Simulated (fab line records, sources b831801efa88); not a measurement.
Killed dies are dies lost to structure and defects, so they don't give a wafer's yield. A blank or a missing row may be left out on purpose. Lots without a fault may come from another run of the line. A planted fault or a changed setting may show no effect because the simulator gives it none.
Which tool did it? | flow sky130 | 12 lots, 36 wafers sampled, at 1 step of a route of 708

WHAT THE GAUGES READ, wafer by wafer
SKY_VIA2_RS_MEAS_22: measures by four-point-probe.
lot  | measured     | on            | VIA2_W_RS (ohm/sq)
L075 | day 37 03:50 | film_metro-03 | 0.270 0.275 0.276
L077 | day 37 19:52 | film_metro-04 | 0.270 0.273 0.271
L079 | day 38 13:42 | film_metro-01 | 0.275 0.277 0.273
L081 | day 38 19:04 | film_metro-03 | 0.273 0.274 0.273
L083 | day 39 12:43 | film_metro-04 | 0.273 0.272 0.271
L085 | day 39 23:11 | film_metro-03 | 0.269 0.273 0.269
L086 | day 40 14:18 | film_metro-04 | 0.278 0.274 0.270
L089 | day 41 05:46 | film_metro-01 | 0.279 0.280 0.277
L091 | day 41 15:20 | film_metro-03 | 0.276 0.281 0.274
L093 | day 42 09:29 | film_metro-03 | 0.266 0.275 0.271
L095 | day 42 15:41 | film_metro-03 | 0.270 0.278 0.276
L097 | day 43 08:16 | film_metro-04 | 0.268 0.269 0.268

WHICH TOOL RAN EACH LOT (tool, then ch and the chambers of the sampled wafers, then the start)
The record holds no process step before these readings.

THE ANSWER, worked out from the rows above alone
Rule: what is usual is taken from the lots themselves. Put in order of their means at a reading, lots are off if they are a third of the lots or fewer, leave a main group of 4 or more, and stand apart from it by a gap of 3 or more times the standard deviation of the main group's means; of several such gaps the widest counts. A main group whose means are all the same, to the digits that the tables above print for the reading, isn't used. A lot without any number at a reading at which 4 lots or more have one is off too. The other lots that the step has rows for count as sound.
No lot is off at any reading shown: from this, nothing can be told.

WHAT THE SIMULATOR HAD PUT IN
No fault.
